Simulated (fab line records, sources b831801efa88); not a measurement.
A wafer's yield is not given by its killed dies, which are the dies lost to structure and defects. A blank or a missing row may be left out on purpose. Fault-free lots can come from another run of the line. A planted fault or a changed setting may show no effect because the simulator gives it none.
Chamber matching || flow gf180mcu || GF_CONTACT_CMP_04 on cmp-01: 4 sister chambers
The step polishes SiO2. 4 wafers are shown with their chamber, then 8 later ones without.

WAFERS WITH THEIR CHAMBER
{"wafer": "L577.1", "chamber": 1, "motor current A (A)": 11.2}
{"wafer": "L577.4", "chamber": 3, "motor current A (A)": 11.8}
{"wafer": "L578.4", "chamber": 2, "motor current A (A)": 11.2}
{"wafer": "L580.1", "chamber": 0, "motor current A (A)": 11.5}

WAFERS WHOSE CHAMBER IS MISSING
{"wafer": "L580.2", "motor current A (A)": 11.4}
{"wafer": "L580.3", "motor current A (A)": 11.1}
{"wafer": "L594.2", "motor current A (A)": 12.1}
{"wafer": "L594.3", "motor current A (A)": 11.6}
{"wafer": "L594.5", "motor current A (A)": 11.5}
{"wafer": "L595.2", "motor current A (A)": 11.6}
{"wafer": "L595.3", "motor current A (A)": 11.1}
{"wafer": "L595.5", "motor current A (A)": 11.2}

WHICH CHAMBER EACH ONE RAN IN
{"wafer": "L580.2", "from the rows above": "can't be placed: 0 or 1 or 2", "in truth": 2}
{"wafer": "L580.3", "from the rows above": "can't be placed: 1 or 2", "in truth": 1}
{"wafer": "L594.2", "from the rows above": 3, "in truth": 3}
{"wafer": "L594.3", "from the rows above": "can't be placed: 0 or 3", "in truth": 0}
{"wafer": "L594.5", "from the rows above": 0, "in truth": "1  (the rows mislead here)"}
{"wafer": "L595.2", "from the rows above": "can't be placed: 0 or 3", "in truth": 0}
{"wafer": "L595.3", "from the rows above": "can't be placed: 1 or 2", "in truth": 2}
{"wafer": "L595.5", "from the rows above": "can't be placed: 1 or 2", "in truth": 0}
Placed correctly: 1 of 8. From these rows, 6 cannot be placed; in 5 the true chamber is one of the candidates. Number placed wrongly: 1.
How it was worked out, from the rows above alone: a wafer's distance from a chamber is the root of the sum, over the readings, of the square of ((its reading less the chamber's mean) divided by the reading's scatter). If the next closest chamber is less than 2 further off than the closest, the wafer can't be placed; otherwise it belongs to the closest. The mean given for a chamber averages the wafers shown for that chamber. The scatter (one wafer shown for each chamber): square how far every hidden wafer sits from the nearest shown wafer, average those squares and take the square root.
